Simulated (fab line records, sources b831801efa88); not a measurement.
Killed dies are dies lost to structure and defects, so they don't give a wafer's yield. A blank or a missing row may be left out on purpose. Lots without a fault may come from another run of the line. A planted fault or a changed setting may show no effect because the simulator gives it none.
Problem report in the 8D (eight disciplines) form, filled by code | flow sky130 | the parts of the form that need people (team, actions taken, sign-off) are left out

1. THE PROBLEM
METAL1_ALCU_RS at SKY_METAL1_RS_MEAS_05 reads a mean of 0.1368 ohm/sq on 3 wafers of 1 lot; wafers without a fault read 0.1275 ohm/sq with a standard deviation of 0.0014. That is +6.6 standard deviations from the usual mean.
The step: measures by four-point-probe.
First seen on wafer L747.1, day 36 21:49, on film_metro-04. The record holds 30 wafers of 10 lots with a number at this step. Rule for "out", or "out of limits": more than 4 standard deviations from the usual mean. The other wafers with a number count as sound.

2. WHAT IT IS AND WHAT IT IS NOT
question                    | is                     | is not
which readings at this step | METAL1_ALCU_RS         | -
which lots                  | L747                   | L731, L733, L737, L738, L741, L742, L743, L744, L752
which wafers of those lots  | all that have a number | -
read on which gauges        | film_metro-04          | film_metro-02, film_metro-03
when                        | from day 36 21:49      | up to then (24 sound wafers); but 3 sound wafers of L752 came after

3. SUSPECTS, AND WHAT RULES EACH OUT
Counting: a tool at a process step up to the reading stays a suspect if it ran every lot that is out and no sound lot after the first of them.
- the gauge at SKY_METAL1_RS_MEAS_05: ruled out. All the wafers that are out were read on film_metro-04, but those of them that SKY_METAL1_SPUTTER_02 has rows for are out there too, on other tools.
- plasma_asher-02 at SKY_CONTACT_STRIP_19 (strips in O2/N2): ruled out as a lasting fault. Sound lots L752 ran on it after its first lot that is out, L747 (day 36 20:26).
- pvd_sputter-02 at SKY_METAL1_SPUTTER_02 (material AlCu, target thk 250 nm, time 13.3 s): kept. It ran the lot that is out, L747 (day 36 21:44), and no sound lot after that; its last sound lot up to then is L744 (day 35 13:35). Its own readings are out on those wafers: chamber_pressure_pa.
- pvd_sputter-02 at SKY_METAL1_SPUTTER_04 (material TiN, target thk 70 nm, time 58.3 s): kept. It ran the lot that is out, L747 (day 36 21:46), and no sound lot after that; its last sound lot up to then is L744 (day 35 13:37).
Left after counting: pvd_sputter-02 at SKY_METAL1_SPUTTER_02, pvd_sputter-02 at SKY_METAL1_SPUTTER_04.

4. THE CAUSE (what the simulator had put in)
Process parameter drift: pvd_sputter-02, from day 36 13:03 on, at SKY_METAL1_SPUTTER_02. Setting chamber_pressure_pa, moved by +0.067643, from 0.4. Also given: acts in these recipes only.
Counting left 2 suspects, and this tool is among them.

5. THE CHAIN OF EFFECTS, in route order
Each row: a reading whose mean over the struck wafers that have a number lies more than 3 standard deviations from the usual. Only readings for which the record gives a usual standard deviation are gone through. hours: the time from each lot's start at the first step in this table that gives one to its start at this step, as a median over the lots. sigmas: the change in usual standard deviations.
hours | step                   | reading             | usual         | on struck wafers | change  | sigmas
0     | SKY_METAL1_SPUTTER_02  | chamber_pressure_pa | 0.4000 Pa     | 0.4668           | +0.0668 | +73
0     | SKY_METAL1_RS_MEAS_05  | METAL1_ALCU_RS      | 0.1275 ohm/sq | 0.1368           | +0.0093 | +6.6
0     | SKY_METAL1_THK_MEAS_06 | METAL1_ALCU_THK     | 245.8 nm      | 231.1            | -14.7   | -5.1
The process steps in it:
- SKY_METAL1_SPUTTER_02: material AlCu, target thk 250 nm, time 13.3 s.

6. WHAT WOULD HAVE CAUGHT IT SOONER
In this record the first reading out of limits at a measuring or inspecting step was taken at day 36 21:49, 9 hours after the fault began at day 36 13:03.
The tool's own readings at SKY_METAL1_SPUTTER_02 were out on every struck wafer that the step has a row for (chamber_pressure_pa): an alarm limit on them would have fired on the first of those.
All the lots that are out (1) had begun SKY_METAL1_SPUTTER_02 on pvd_sputter-02 by day 36 21:49. A hold on the tool at that time would have spared none of them.
